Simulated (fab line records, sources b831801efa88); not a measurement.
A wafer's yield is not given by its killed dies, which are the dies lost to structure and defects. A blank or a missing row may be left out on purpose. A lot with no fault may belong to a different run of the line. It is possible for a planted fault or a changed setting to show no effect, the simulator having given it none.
Problem report in the 8D (eight disciplines) form, filled by code || flow sky130 || the parts of the form that need people (team, actions taken, sign-off) are left out

## 1. WHAT WENT WRONG
At SKY_PAD_OPEN_PROBE_99, killed-at-front-end averages 60 over 6 wafers from 2 lots, while fault-free wafers read 16, standard deviation 4.1. That puts it +11 standard deviations away from the usual mean.
The first sign was on wafer L596.1 at day 50 05:36, on prober-02. Wafers with a number at this step in the record: 15, from 5 lots. Rule for "out" (also "out of limits"): further than 4 standard deviations from the usual mean. Any other wafer with a number is counted as sound.

## 2. WHAT IT IS, AND WHAT IT ISN'T
{"question": "which readings at this step", "is": "killed-at-front-end", "is not": "killed_at_M0_to_M3, killed_at_M4_up, killed-at-contacts, killed-at-other, killed-open, killed-short"}
{"question": "which lots", "is": "L596, L598", "is not": "L580, L584, L591"}
{"question": "which wafers of those lots", "is": "all that have a number", "is not": "-"}
{"question": "read on which tools", "is": "prober-02", "is not": "prober-01"}
{"question": "when", "is": "from day 50 05:36", "is not": "up to then (9 sound wafers)"}

## 3. THE SUSPECTS, EACH WITH WHAT RULES IT OUT
Counting: a tool stays on the suspect list if, at a process step up to the reading, it processed all lots that are out and no sound lot following the first of them.
- plasma-asher-01 at SKY_GATE_OXIDE_STRIP_13 (strips in O2/N2): kept. It ran every lot that is out, first L596 (day 20 08:49), and no sound lot after that; its last sound lot up to then is L584 (day 16 15:25).
- prober-02 at SKY_PAD_OPEN_PROBE_99: kept. It ran every lot that is out, first L596 (day 50 05:36), and no sound lot after that; its last sound lot up to then is L584 (day 47 23:01). Out on those wafers are its own readings of killed-at-front-end.
Remaining after the count are plasma-asher-01 at SKY_GATE_OXIDE_STRIP_13 and prober-02 at SKY_PAD_OPEN_PROBE_99.

## 4. THE CAUSE (what the simulator had put in)
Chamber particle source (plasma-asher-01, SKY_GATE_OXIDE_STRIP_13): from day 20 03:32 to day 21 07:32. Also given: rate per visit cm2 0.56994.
Counting leaves 2 suspects; this tool is one of them.

## 5. THE EFFECT CHAIN, in route order
Each row: a reading where the mean over the struck wafers with a number is more than 3 standard deviations away from the usual. Only readings for which the record gives a usual standard deviation are gone through. hours: the time from each lot's start at the first step in this table that gives one to its start at this step, as a median over the lots. sigmas: the change in usual standard deviations.
{"hours": 0, "step": "SKY_PAD_OPEN_PROBE_99", "reading": "killed-at-front-end", "usual": 16, "on struck wafers": 60, "change": "+44", "sigmas": "+11"}
{"hours": 0, "step": "SKY_PAD_OPEN_PROBE_99", "reading": "killed-dies", "usual": 88, "on struck wafers": 130, "change": "+42", "sigmas": "+4.2"}
The process steps in it:
- SKY_PAD_OPEN_PROBE_99

## 6. WHAT WOULD HAVE CAUGHT IT SOONER
First out-of-limits reading in this record: day 50 05:36, which is 722 hours after fault onset at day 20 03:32.
Of the tool readings at SKY_GATE_OXIDE_STRIP_13 for which the record gives a usual standard deviation, none was out on any struck wafer, so an alarm limit of 4 standard deviations on them would not have fired.
The start of SKY_GATE_OXIDE_STRIP_13 on plasma-asher-01 came by day 50 05:36 for every one of the lots that are out (2). A hold on the tool at that time would have spared none of them.
